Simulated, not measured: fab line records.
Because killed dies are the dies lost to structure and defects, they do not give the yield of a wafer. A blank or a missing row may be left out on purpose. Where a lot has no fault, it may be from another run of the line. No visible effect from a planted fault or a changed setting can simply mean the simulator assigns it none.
Comparing a struck lot with a sound one / flow sky130 / 16 out of 708 route steps
Sound: wafers L975.1, L975.2, L975.3. Struck: wafer L987.5 (left out: L987.4, L987.6 of the same lot, which were not struck); the cause appears at the end.
Each step with rows lists, per side, the tool, then ch with its chambers, then its first start. Under that, the readings that differ: sound wafers / struck wafers / difference of the means / sigmas: that difference in standard deviations of wafers without a fault.
alike: words and numbers the same on both sides, and readings whose means are apart by under 2 such deviations; not compared: readings that were withheld, readings missing a value for some wafer, numbers with overlapping values and no deviation given by the record, and bounds like >300 which may hide the same value.
Wherever a step has rows on one side only, a row that says differs or no value, or a row with sigmas, the two part there. Numbers that don't overlap but have no deviation are shown without sigmas and don't part them. A reading that every wafer of one side lacks parts them only if that side has two wafers or more.

first, 9 steps without rows for these wafers: SKY_CAPM_CLEAN_17 (cleans in O3/DIW); SKY_METAL3_DEHYDRATE_05 (time 60 s); SKY_METAL3_HMDS_06 (prime time 60 s); SKY_METAL3_COAT_07 (resist thk 60 nm); SKY_METAL3_COAT_08 (resist thk 1140 nm); SKY_METAL3_SOFTBAKE_09 (time 90 s); SKY_METAL3_EXPOSE_10 (exposes mask MM3, target cd 300 nm); SKY_METAL3_PEB_11; SKY_METAL3_DEVELOP_12 (develop time 60 s).
SKY_METAL3_CD_MEAS_13: the cd target is 300 nm.
  sound: cd-sem-01 at day 40 07:14; struck: cd-sem-02 at day 43 08:34
  alike: cd-nm
SKY_METAL3_OVL_MEAS_14:
  sound: overlay-02 at day 40 07:21; struck: overlay-01 at day 43 08:38
  alike: METAL3_OVL
SKY_METAL3_DESCUM_15: chemistry O2, time 8 s.
  sound on rie-metal-03 ch 0,1, day 40 07:23; struck on rie-metal-04 ch 1, day 43 08:40
  alike: chamber-pressure-mTorr, drypump-motor-current-A, oes-product-au
  not compared: rf-hours-counter-h
SKY_METAL3_ETCH_16: etches BARC in N2/H2, stops on SiO2, time 88.2 s, target depth 60 nm.
  sound on rie-metal-03 ch 0,1, day 40 07:25; struck on rie-metal-04 ch 1, day 43 08:43
reading=model.KrF-thick_of_METAL3_COAT_08.thk-nm (nm); sound=1068 1070 1073; struck=1091; difference=+21; sigmas=
reading=model.METAL3.cd-nm (nm); sound=303.3 303.5 304.1; struck=306.4; difference=+2.8; sigmas=
  alike: chamber-pressure-mTorr, drypump-motor-current-A, oes-product-au, throttle-valve-pct
  not compared: rf-hours-counter-h
SKY_METAL3_ETCH_17: etches SiO2 in C4F8/O2/Ar, stops on TiN, time 3.9 s, target depth 15 nm.
  sound on rie-diel-02 ch 0,1,3, day 40 07:31; struck on rie-diel-02 ch 0, day 43 08:47
reading=model.METAL3.cd-nm (nm); sound=303.4 303.6 304.1; struck=306.5; difference=+2.8; sigmas=
  alike: chamber-pressure-mTorr, oes-product-au
  not compared: rf-hours-counter-h
SKY_METAL3_METAL_ETCH_18: etches the open film in Cl2/BCl3, stops on SiO2, target depth 845 nm, time 183.1 s.
  sound on rie-metal-02 ch 0,1, day 40 07:32; struck on rie-metal-03 ch 1, day 43 08:52
  alike: chamber-pressure-mTorr, drypump-motor-current-A, mfc-cl2-sccm, oes-product-au, throttle-valve-pct
  not compared: rf-hours-counter-h
-- the record jumps here: 6 days lie between the struck wafers' starts before and after (it left off in module METAL3 and takes up again in module PAD_OPEN, whose first step shown is number 708 of the route) --
SKY_PAD_OPEN_PROBE_99:
  sound: prober-02 at day 47 05:00; struck: prober-02 at day 49 18:44
reading=killed_at_M4_up; sound=2 3 3; struck=8; difference=+5; sigmas=+3
  alike: defect-limited-yield, killed_at_M0_to_M3, killed-at-contacts, killed-at-front-end, killed-at-other, killed-dies, killed-open, killed-short, sort_bin_3_pad_short, sort_bin_5_function, sort_bin_6_memory, sort-n-pass, sort-yield-pct

== WHERE THEY PART ==
Only at SKY_PAD_OPEN_PROBE_99, as far as this record shows.

WHY: what the simulator had put in
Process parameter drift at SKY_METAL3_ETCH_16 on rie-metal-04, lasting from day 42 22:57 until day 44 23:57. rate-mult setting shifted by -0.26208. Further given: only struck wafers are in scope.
